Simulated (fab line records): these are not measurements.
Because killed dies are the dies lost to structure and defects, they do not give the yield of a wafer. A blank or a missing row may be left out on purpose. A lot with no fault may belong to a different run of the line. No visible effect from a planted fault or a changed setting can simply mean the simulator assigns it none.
A struck lot beside a sound one    flow sky130    36 steps out of a route of 708
Sound: wafers L705.2, L705.3, L705.4. Wafers L720.2, L720.3, L720.4 were the ones struck. The cause is given at the end.
Order at every step that has rows: each side's tool, ch and its chambers, its first start. Under that, the readings that differ: sound wafers    struck wafers    difference of the means    sigmas: that difference in standard deviations of wafers without a fault.
alike: words and numbers the same on both sides, and readings whose means are apart by under 2 such deviations; not compared: readings that were withheld, readings missing a value for some wafer, numbers with overlapping values and no deviation given by the record, and bounds like >300 which may hide the same value.
The two part at a step that has a row with sigmas, a row that says differs or no value, or rows on one side only. When numbers do not overlap yet have no deviation, they are printed without sigmas and do not part them. A reading missing from all wafers of one side parts the sides only when that side holds two or more wafers.

first, 10 steps without rows for these wafers: SKY_POLY_CUT_ETCH_10 (etches BARC in N2/H2, stops on SiO2, time 45.9 s, target depth 60 nm); SKY_POLY_CUT_ETCH_11 (etches Si3N4 in CF4/CH2F2/Ar, stops on poly-Si, time 42.5 s, target depth 60 nm); SKY_POLY_CUT_STRIP_12 (strips in O2/N2); SKY_SD_P_DEHYDRATE_00 (time 60 s); SKY_SD_P_HMDS_01 (prime time 60 s); SKY_SD_P_COAT_02 (resist thk 1140 nm); SKY_SD_P_SOFTBAKE_03 (time 60 s); SKY_SD_P_EXPOSE_04 (exposes mask PSDM, target cd 380 nm); SKY_SD_P_PEB_05; SKY_SD_P_DEVELOP_06 (develop time 60 s).
SKY_SD_P_IMPLANT_09:
  sound on implanter-02 ch 0, day 25 23:19; struck on implanter-03 ch 0, day 31 10:44
  alike: beam-on-s, dose-ions-cm2
SKY_SD_P_STRIP_10: strips in O2/N2.
  sound on plasma-asher-02 ch 0,1, day 25 23:26; struck on plasma-asher-02 ch 0,1, day 31 10:52
reading                       sound              struck             difference  sigmas
oes-product-au (a.u.)         0.610 0.620 0.613  0.590 0.591 0.590  -0.024      -6
strip-time-to-endpoint-s (s)  17.52 17.52 17.51  18.89 18.89 18.91  +1.38       +27
  alike: drypump-motor-current-A
  not compared: rf-hours-counter-h
SKY_SD_P_TW_MEAS_11:
  sound: film-metro-01 at day 25 23:33; struck: film-metro-02 at day 31 11:12
reading  sound           struck          difference  sigmas
SD_P_TW  2861 2852 2857  3103 3098 3109  +247        +12
then, 21 steps without rows for these wafers: SKY_RES_XHIGH_DEHYDRATE_00 (time 60 s); SKY_RES_XHIGH_HMDS_01 (prime time 60 s); SKY_RES_XHIGH_COAT_02 (resist thk 1140 nm); SKY_RES_XHIGH_SOFTBAKE_03 (time 60 s); SKY_RES_XHIGH_EXPOSE_04 (exposes mask URPM, target cd 1270 nm); SKY_RES_XHIGH_PEB_05; SKY_RES_XHIGH_DEVELOP_06 (develop time 60 s); SKY_RES_XHIGH_IMPLANT_07; SKY_RES_XHIGH_STRIP_08 (strips in O2/N2); SKY_SD_N_DEHYDRATE_00 (time 60 s); SKY_SD_N_HMDS_01 (prime time 60 s); SKY_SD_N_COAT_02 (resist thk 1140 nm); SKY_SD_N_SOFTBAKE_03 (time 60 s); SKY_SD_N_EXPOSE_04 (exposes mask NSDM, target cd 380 nm); SKY_SD_N_PEB_05; SKY_SD_N_DEVELOP_06 (develop time 60 s); SKY_SD_N_IMPLANT_09; SKY_SD_N_IMPLANT_10; SKY_SD_N_STRIP_11 (strips in O2/N2); SKY_SD_N_CLEAN_13 (cleans in SC1/SC2, time 150 s); SKY_SD_N_RTA_14 (time 2 s).
-- the record jumps here: 2 days lie between the struck wafers' starts before and after --
SKY_SD_N_RS_MEAS_17: measurement is done with a four-point probe.
  sound: film-metro-02 at day 28 11:05; struck: film-metro-02 at day 33 18:11
reading           sound              struck             difference  sigmas
SD_P_RS (ohm/sq)  147.2 146.8 146.9  137.9 137.9 138.4  -8.9        -23
-- here the record skips 16 days between the struck wafers' starts before and after, leaving off in module SD_N and picking up in module PAD_OPEN (first step shown: number 708 of the route) --
SKY_PAD_OPEN_PROBE_99:
  sound: prober-01 at day 46 05:50; struck: prober-02 at day 50 04:17
reading                                 sound              struck             difference  sigmas
model.etest.res-high-po.line-ohm-um     755.1 718.8 738.3  547 523.2 540.2    -201        
model.etest.res-pdiff.line-ohm-um       1366 1346 1416     1136 1159 1106     -242        
model.etest.licon-high-po.rc-ohm        350 336.2 342.9    192.4 203.3 188.8  -148.2      
model.etest.pfet-g5v0d10v5.r-on-ohm-um  4748 4808 4792     4647 4693 4612     -132        
model.etest.licon-pdiff.rc-ohm          556.8 570.7 569.8  458.5 498.6 454.7  -95.2       
model.etest.res-high-po.rs-ohm-sq       266 259.7 259.8    188.9 185.2 190.2  -73.7       
model.etest.res-pdiff-hv.rs-ohm-sq      188.8 187.8 191.4  156.9 155.6 157.2  -32.8       
  not compared: model.etest.pfet_01v8.r-on-ohm-um

## WHERE THEY PART
Earliest at SKY_SD_P_STRIP_10; latest, in this record, at SKY_SD_N_RS_MEAS_17.

WHY: what had been put in by the simulator
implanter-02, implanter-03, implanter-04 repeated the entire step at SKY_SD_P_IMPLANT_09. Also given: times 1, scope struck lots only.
